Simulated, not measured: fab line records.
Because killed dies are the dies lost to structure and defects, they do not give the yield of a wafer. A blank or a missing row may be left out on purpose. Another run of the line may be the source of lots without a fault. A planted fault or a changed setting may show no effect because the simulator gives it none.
The tool behind it: which one? | flow gf180mcu | 39 wafers from 13 lots sampled at 4 of the route's 602 steps

== WHAT EACH GAUGE READ, for each wafer ==
GF_TOP_METAL_CD_MEAS_14: target cd 440 nm. Usual: cdNm reads 439.5 nm (standard deviation 2.2).
lot  | measured     | on       | cdNm (nm)         | flag
L417 | day 28 13:06 | cdSem-02 | 438.5 436.3 439.1 | 
L418 | day 28 13:23 | cdSem-02 | 436.9 437.2 438.6 | 
L419 | day 28 20:20 | cdSem-01 | 438.8 440.0 441.6 | 
L420 | day 29 09:01 | cdSem-01 | 436.6 436.8 436.6 | 
L421 | day 29 13:55 | cdSem-02 | 440.6 441.3 441.3 | 
L422 | day 30 03:52 | cdSem-01 | 438.9 439.8 439.7 | 
L423 | day 30 10:34 | cdSem-01 | 440.0 439.7 440.7 | 
L425 | day 30 20:22 | cdSem-02 | 442.1 442.2 443.4 | 
L429 | day 31 21:44 | cdSem-01 | 440.5 442.2 443.2 | 
L435 | day 33 15:16 | cdSem-01 | 438.7 438.5 436.8 | 
L437 | day 33 21:57 | cdSem-02 | 436.6 436.4 435.3 | 
L438 | day 34 01:48 | cdSem-02 | 439.3 439.3 439.6 | 
L439 | day 34 02:58 | cdSem-01 | 439.9 440.2 441.5 | 

GF_PASSIVATION_BOW_MEAS_14. Usual: for PASSIVATION_BOW the level is 138 um and the standard deviation is 10.
lot  | measured     | on           | PASSIVATION_BOW (um) | flag
L417 | day 29 11:16 | filmMetro-04 | 133 135 135          | 
L418 | day 29 12:08 | filmMetro-03 | 132 129 122          | 
L419 | day 29 19:12 | filmMetro-04 | 132 132 138          | 
L420 | day 30 07:05 | filmMetro-03 | 120 136 145          | 
L421 | day 30 12:05 | filmMetro-04 | 138 145 152          | 
L422 | day 31 01:18 | filmMetro-03 | 145 135 141          | 
L423 | day 31 07:09 | filmMetro-04 | 142 140 158          | 
L425 | day 31 17:08 | filmMetro-01 | 141 127 147          | 
L429 | day 32 15:46 | filmMetro-01 | 144 147 160          | 
L435 | day 34 08:14 | filmMetro-04 | 119 116 121          | 
L437 | day 34 15:16 | filmMetro-01 | 134 136 120          | 
L438 | day 34 19:26 | filmMetro-04 | 126 137 130          | 
L439 | day 34 20:50 | filmMetro-01 | 129 131 117          | 

== EACH LOT AND THE TOOL THAT RAN IT (in order: tool; ch and the chambers of the sampled wafers; start) ==
lot  | GF_CONTACT_CMP_04             | GF_V5_CVD_23
L417 | cmp-01 ch 1,2,3, day 15 14:50 | cvdW-02 ch 1, day 27 16:56
L418 | cmp-02 ch 0,1,2, day 15 17:38 | cvdW-01 ch 0,1, day 27 17:13
L419 | cmp-02 ch 1,2, day 16 00:56   | cvdW-02 ch 1, day 28 00:22
L420 | cmp-01 ch 1,2,3, day 16 15:15 | cvdW-01 ch 0,1, day 28 12:50
L421 | cmp-02 ch 0,1,2, day 16 21:59 | cvdW-01 ch 0,1, day 28 17:40
L422 | cmp-02 ch 0,1,2, day 17 14:25 | cvdW-02 ch 0,1, day 29 08:11
L423 | cmp-01 ch 0,2, day 18 00:17   | cvdW-01 ch 0,1, day 29 15:29
L425 | cmp-02 ch 0,1,2, day 18 11:59 | cvdW-02 ch 0,1, day 30 01:43
L429 | cmp-01 ch 1,2, day 19 20:55   | cvdW-02 ch 0,1, day 31 03:28
L435 | cmp-02 ch 0,1,3, day 22 05:06 | cvdW-01 ch 0,1, day 32 23:01
L437 | cmp-01 ch 0,2, day 22 20:14   | cvdW-01 ch 0,1, day 33 05:22
L438 | cmp-02 ch 1,3, day 23 03:13   | cvdW-01 ch 0,1, day 33 09:23
L439 | cmp-01 ch 0,1,3, day 23 04:31 | cvdW-02 ch 0, day 33 10:46
- GF_CONTACT_CMP_04: polishes SiO2.
- GF_V5_CVD_23: deposits W, target thk 350 nm, time 104.9 s.

== AS READ BY THE TOOLS THEMSELVES (means over the sampled wafers that have a number; for cases with no such wafer, the mark the record gives instead) ==
GF_CONTACT_CMP_04. Usual: motorCurrentA 13.2 A, standard deviation 0.8; slurryFilterDpKPa 13.48 kPa, standard deviation 0.13; timeToEndpointS 112 s, standard deviation 5.7.
lot  | tool   | motorCurrentA (A) | slurryFilterDpKPa (kPa) | timeToEndpointS (s) | flag
L417 | cmp-01 | 13.4              | 13.46                   | 110                 | 
L418 | cmp-02 | 13.4              | 13.54                   | 117                 | 
L419 | cmp-02 | 13.8              | 13.39                   | 113                 | 
L420 | cmp-01 | 13.2              | 13.53                   | 111                 | 
L421 | cmp-02 | 13.4              | 13.48                   | 115                 | 
L422 | cmp-02 | 13.5              | 13.48                   | 117                 | 
L423 | cmp-01 | 13.1              | 13.34                   | 114                 | 
L425 | cmp-02 | 13.6              | 13.53                   | 115                 | 
L429 | cmp-01 | 13.6              | 13.51                   | 116                 | 
L435 | cmp-02 | 13.0              | 13.46                   | 114                 | 
L437 | cmp-01 | 12.1              | 13.47                   | 117                 | 
L438 | cmp-02 | 12.6              | 13.35                   | 107                 | 
L439 | cmp-01 | 12.8              | 13.46                   | 112                 | 

GF_V5_CVD_23. Usual: heaterPowerW reads 906 W (standard deviation 72).
lot  | tool    | heaterPowerW (W) | flag
L417 | cvdW-02 | 948              | 
L418 | cvdW-01 | 928              | 
L419 | cvdW-02 | 952              | 
L420 | cvdW-01 | 895              | 
L421 | cvdW-01 | 888              | 
L422 | cvdW-02 | 859              | 
L423 | cvdW-01 | 944              | 
L425 | cvdW-02 | 902              | 
L429 | cvdW-02 | 879              | 
L435 | cvdW-01 | 939              | 
L437 | cvdW-01 | 931              | 
L438 | cvdW-01 | 949              | 
L439 | cvdW-02 | 831              | 

== THE ANSWER, worked out from the rows above alone ==
Rule: lot off if the mean of its wafers having a number is beyond 3 standard deviations from the usual mean. Also off: a lot with no number at a reading for which 4 or more lots have one. Where the step has rows for the other lots, those lots are counted as sound. The gauges are gone through in route order, then the tools' own readings, and for those a lot's mean is taken as printed above. At the first step where some lot is off, the reading lying furthest off is the one used; lots without a number count as furthest.
No lot is off at any reading shown: from this, nothing can be told.

== WHAT WAS PUT IN BY THE SIMULATOR ==
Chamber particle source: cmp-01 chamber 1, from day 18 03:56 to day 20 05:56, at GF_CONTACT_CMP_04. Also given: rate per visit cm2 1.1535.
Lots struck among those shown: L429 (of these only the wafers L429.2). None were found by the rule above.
